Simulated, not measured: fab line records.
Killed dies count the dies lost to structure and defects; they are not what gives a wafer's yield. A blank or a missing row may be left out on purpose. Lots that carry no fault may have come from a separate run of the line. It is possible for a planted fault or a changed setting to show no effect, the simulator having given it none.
What tool caused it? + flow gf180mcu + 13 lots, 39 wafers sampled, at 4 steps of a route of 602

WHAT THE GAUGES SHOWED, per wafer
GF_TOP_METAL_CD_MEAS_14: target cd 440 nm. Usual: cd-nm at 440.0 nm, with a standard deviation of 2.4.
| lot  | measured     | on        | cd-nm (nm)        | flag |
|------|--------------|-----------|-------------------|------|
| L451 | day 28 11:31 | cd-sem-01 | 440.1 438.4 441.3 |      |
| L452 | day 28 16:47 | cd-sem-02 | 433.8 435.3 435.1 |      |
| L453 | day 28 20:35 | cd-sem-01 | 441.1 440.4 442.5 |      |
| L454 | day 29 12:05 | cd-sem-02 | 441.1 439.6 442.4 |      |
| L455 | day 29 15:46 | cd-sem-01 | 439.3 437.0 440.8 |      |
| L462 | day 31 16:46 | cd-sem-02 | 444.9 442.4 445.2 |      |
| L463 | day 31 21:38 | cd-sem-01 | 433.9 437.2 437.7 |      |
| L467 | day 32 22:04 | cd-sem-02 | 440.5 441.4 441.2 |      |
| L469 | day 33 16:56 | cd-sem-01 | 442.3 441.1 442.8 |      |
| L470 | day 33 18:16 | cd-sem-01 | 439.8 440.1 441.5 |      |
| L471 | day 33 19:25 | cd-sem-01 | 440.2 438.2 442.1 |      |
| L472 | day 33 23:16 | cd-sem-01 | 441.5 442.0 442.6 |      |
| L474 | day 34 10:05 | cd-sem-01 | 437.1 437.1 437.1 |      |

WHICH TOOL RAN EACH LOT (tool, then ch and the chambers of the sampled wafers, then the start)
| lot  | GF_DNWELL_STRIP_08                  | GF_MIM_SPUTTER_02            | GF_M5_ETCH_09                      |
|------|-------------------------------------|------------------------------|------------------------------------|
| L451 | plasma-asher-01 ch 0,1, day 2 20:20 | pvd-sputter-01, day 24 21:04 | rie-diel-03 ch 0,1,3, day 26 16:26 |
| L452 | plasma-asher-04 ch 0,1, day 3 00:46 | pvd-sputter-01, day 25 02:03 | rie-diel-04 ch 1,2,3, day 26 21:55 |
| L453 | plasma-asher-02 ch 0,1, day 3 06:10 | pvd-sputter-03, day 25 06:36 | rie-diel-04 ch 0,1,3, day 27 00:29 |
| L454 | plasma-asher-02 ch 0,1, day 3 11:02 | pvd-sputter-04, day 25 22:49 | rie-diel-01 ch 0,1,3, day 27 17:40 |
| L455 | plasma-asher-04 ch 0,1, day 3 19:58 | pvd-sputter-01, day 26 04:13 | rie-diel-04 ch 0,1,3, day 27 21:56 |
| L462 | plasma-asher-04 ch 0,1, day 5 06:21 | pvd-sputter-03, day 28 09:25 | rie-diel-04 ch 0,1,2, day 30 00:55 |
| L463 | plasma-asher-04 ch 1, day 5 11:31   | pvd-sputter-04, day 28 15:46 | rie-diel-01 ch 0,2, day 30 06:46   |
| L467 | plasma-asher-02 ch 0,1, day 6 08:13 | pvd-sputter-03, day 29 20:35 | rie-diel-04 ch 0,1,2, day 31 09:25 |
| L469 | plasma-asher-01 ch 0,1, day 6 18:37 | pvd-sputter-03, day 30 18:29 | rie-diel-03 ch 1,2, day 32 06:14   |
| L470 | plasma-asher-02 ch 0,1, day 6 23:42 | pvd-sputter-03, day 30 19:19 | rie-diel-01 ch 0,3, day 32 07:04   |
| L471 | plasma-asher-02 ch 1, day 7 04:43   | pvd-sputter-03, day 30 20:23 | rie-diel-04 ch 2,3, day 32 08:10   |
| L472 | plasma-asher-01 ch 0,1, day 7 09:49 | pvd-sputter-03, day 31 00:52 | rie-diel-01 ch 1,2,3, day 32 12:34 |
| L474 | plasma-asher-02 ch 0,1, day 7 20:07 | pvd-sputter-04, day 31 14:41 | rie-diel-01 ch 1,2,3, day 33 00:58 |
- GF_DNWELL_STRIP_08: strips in O2/N2.
- GF_MIM_SPUTTER_02: material AlCu, target thk 450 nm, time 23.9 s.
- GF_M5_ETCH_09: etches Si3N4 in CF4/O2, target depth 52 nm, time 11.6 s.

AS READ BY THE TOOLS THEMSELVES (means over the sampled wafers that have a number; for cases with no such wafer, the mark the record gives instead)
GF_DNWELL_STRIP_08. Usual: drypump-motor-current-A 5.7 A, standard deviation 0.3; heater-power-w 325 W, standard deviation 26; n2-flow-sccm 300.1 sccm, standard deviation 0.87; oes-product-au 0.722 a.u., standard deviation 0.0044; strip-time-to-endpoint-s 36.98 s, standard deviation 0.13.
| lot  | tool            | drypump-motor-current-A (A) | heater-power-w (W) | n2-flow-sccm (sccm) | oes-product-au (a.u.) | strip-time-to-endpoint-s (s) | flag |
|------|-----------------|-----------------------------|--------------------|---------------------|-----------------------|------------------------------|------|
| L451 | plasma-asher-01 | 5.8                         | 303                | 299.5               | 0.726                 | 36.62                        |      |
| L452 | plasma-asher-04 | 5.6                         | 339                | 299.6               | 0.721                 | 37.05                        |      |
| L453 | plasma-asher-02 | 5.7                         | 320                | 300.1               | 0.724                 | 36.75                        |      |
| L454 | plasma-asher-02 | 5.8                         | 313                | 300.6               | 0.724                 | 36.97                        |      |
| L455 | plasma-asher-04 | 5.4                         | 336                | 300.3               | 0.719                 | 37.11                        |      |
| L462 | plasma-asher-04 | 5.4                         | 337                | 301.3               | 0.720                 | 36.95                        |      |
| L463 | plasma-asher-04 | 5.2                         | 334                | 300.5               | 0.725                 | 36.93                        |      |
| L467 | plasma-asher-02 | 5.8                         | 326                | 300.1               | 0.721                 | 37.00                        |      |
| L469 | plasma-asher-01 | 6.0                         | 328                | 300.6               | 0.724                 | 36.95                        |      |
| L470 | plasma-asher-02 | 5.7                         | 323                | 299.9               | 0.723                 | 36.95                        |      |
| L471 | plasma-asher-02 | 5.8                         | 326                | 301.1               | 0.725                 | 36.94                        |      |
| L472 | plasma-asher-01 | 5.8                         | 297                | 300.5               | 0.720                 | 36.83                        |      |
| L474 | plasma-asher-02 | 5.7                         | 321                | 300.0               | 0.722                 | 37.03                        |      |

GF_MIM_SPUTTER_02. Usual: throttle-valve-pct at 30.4 %, with a standard deviation of 1.2.
| lot  | tool           | throttle-valve-pct (%) | flag |
|------|----------------|------------------------|------|
| L451 | pvd-sputter-01 | 30.1                   |      |
| L452 | pvd-sputter-01 | 30.1                   |      |
| L453 | pvd-sputter-03 | 31.3                   |      |
| L454 | pvd-sputter-04 | 30.4                   |      |
| L455 | pvd-sputter-01 | 31.0                   |      |
| L462 | pvd-sputter-03 | 30.9                   |      |
| L463 | pvd-sputter-04 | 30.6                   |      |
| L467 | pvd-sputter-03 | 31.7                   |      |
| L469 | pvd-sputter-03 | 31.2                   |      |
| L470 | pvd-sputter-03 | 31.3                   |      |
| L471 | pvd-sputter-03 | 30.5                   |      |
| L472 | pvd-sputter-03 | 32.1                   |      |
| L474 | pvd-sputter-04 | 30.2                   |      |

GF_M5_ETCH_09. Usual: drypump-motor-current-A 5.5 A, standard deviation 0.46; oes-product-au 1.001 a.u., standard deviation 0.0098; throttle-valve-pct 5.971 %, standard deviation 0.0091.
| lot  | tool        | drypump-motor-current-A (A) | oes-product-au (a.u.) | throttle-valve-pct (%) | flag |
|------|-------------|-----------------------------|-----------------------|------------------------|------|
| L451 | rie-diel-03 | 5.6                         | 1.004                 | 5.970                  |      |
| L452 | rie-diel-04 | 5.7                         | 1.001                 | 5.970                  |      |
| L453 | rie-diel-04 | 5.5                         | 1.009                 | 5.969                  |      |
| L454 | rie-diel-01 | 5.4                         | 0.993                 | 5.971                  |      |
| L455 | rie-diel-04 | 5.5                         | 0.998                 | 5.966                  |      |
| L462 | rie-diel-04 | 5.5                         | 1.000                 | 5.964                  |      |
| L463 | rie-diel-01 | 5.1                         | 0.995                 | 5.966                  |      |
| L467 | rie-diel-04 | 5.5                         | 0.997                 | 5.966                  |      |
| L469 | rie-diel-03 | 5.6                         | 1.001                 | 5.965                  |      |
| L470 | rie-diel-01 | 5.1                         | 1.006                 | 5.975                  |      |
| L471 | rie-diel-04 | 6.2                         | 0.997                 | 5.966                  |      |
| L472 | rie-diel-01 | 5.3                         | 1.014                 | 5.966                  |      |
| L474 | rie-diel-01 | 5.3                         | 1.016                 | 5.979                  |      |

THE ANSWER, worked out from the rows above alone
Rule: lot off if the mean of its wafers having a number is beyond 3 standard deviations from the usual mean. A lot without any number at a reading at which 4 lots or more have one is off too. Where the step has rows for the other lots, those lots are counted as sound. The gauges are gone through in route order, then the tools' own readings, and for those a lot's mean is taken as printed above. At the first step where some lot is off, the reading lying furthest off is the one used; lots without a number count as furthest.
Nothing can be told from this: no lot is off at any reading shown.

WHAT WAS PUT IN BY THE SIMULATOR
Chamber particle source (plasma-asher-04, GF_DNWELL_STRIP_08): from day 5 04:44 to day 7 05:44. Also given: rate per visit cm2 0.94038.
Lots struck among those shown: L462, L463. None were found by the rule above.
